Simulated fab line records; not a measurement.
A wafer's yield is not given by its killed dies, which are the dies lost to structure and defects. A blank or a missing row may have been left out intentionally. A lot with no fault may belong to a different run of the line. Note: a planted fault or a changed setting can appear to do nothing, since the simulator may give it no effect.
Code-filled problem report in 8D (eight disciplines) form :: flow sky130 :: the parts of the form that need people (team, actions taken, sign-off) are left out

## 1. PROBLEM STATEMENT
At SKY_VT_ADJUST_HVTR_CD_MEAS_07, cd nm averages 416.9 nm over 6 wafers from 2 lots, while fault-free wafers read 380.3 nm, standard deviation 2.4. Relative to the usual mean, that is a shift of +15 standard deviations.
The step: target cd 380 nm.
First observed at day 14 00:50: wafer L941.1, on cd sem-01. At this step, 42 wafers from 14 lots have a number in the record. Rule for "out", or "out of limits": more than 4 standard deviations from the usual mean. All remaining wafers that have a number are taken as sound.

## 2. WHAT IT IS AND WHAT IT IS NOT
question: which readings at this step
is: cd nm
is not: -

question: which lots
is: L941, L942
is not: L926, L927, L929, L930, L931, L932, L934, L935, L936, L937, L939, L949

question: which wafers of those lots
is: all that have a number
is not: -

question: read on which gauges
is: cd sem-01
is not: cd sem-02

question: when
is: from day 14 00:50
is not: up to then (33 sound wafers); but 3 sound wafers of L949 came after

## 3. WHAT RULES OUT EACH SUSPECT
Counting: a tool stays on the suspect list if, at a process step up to the reading, it processed all lots that are out and no sound lot following the first of them.
- the gauge at SKY_VT_ADJUST_HVTR_CD_MEAS_07: kept. All the wafers that are out were read on cd sem-01, and no step on other tools shows them out.
- litho track-04 at SKY_VT_ADJUST_HVTR_DEVELOP_06 (develop time 60 s): kept. Every lot that is out went through it, starting with L941 (day 14 00:41), and after that it ran no sound lot; the last sound lot it ran before then is L937 (day 13 01:59).
The count leaves cd sem-01 at SKY_VT_ADJUST_HVTR_CD_MEAS_07 and litho track-04 at SKY_VT_ADJUST_HVTR_DEVELOP_06.

## 4. THE CAUSE (what the simulator had put in)
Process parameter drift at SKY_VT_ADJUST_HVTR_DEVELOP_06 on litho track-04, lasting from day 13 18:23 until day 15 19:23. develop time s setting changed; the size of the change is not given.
Of the 2 suspects that counting leaves, this tool is one.

## 5. SEQUENCE OF EFFECTS, ordered by route
Each row: a reading whose mean over the struck wafers that have a number lies more than 3 standard deviations from the usual. Scope: only readings with a usual standard deviation given in the record; hours: median across lots of the time from each lot's start at the first step in this table that gives one to its start at this step; sigmas: change in usual standard deviations.
hours: 0
step: SKY_VT_ADJUST_HVTR_CD_MEAS_07
reading: cd nm
usual: 380.3 nm
on struck wafers: 416.9
change: +36.6
sigmas: +15

## 6. HOW IT WOULD HAVE BEEN CAUGHT EARLIER
6 hours passed between the start of the fault at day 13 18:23 and the first reading out of limits at a measuring or inspecting step in this record, taken at day 14 00:50.
L942, from the lots that are out (2), started SKY_VT_ADJUST_HVTR_DEVELOP_06 on litho track-04 later than day 14 00:50. Had the tool been put on hold then, it would have been spared.
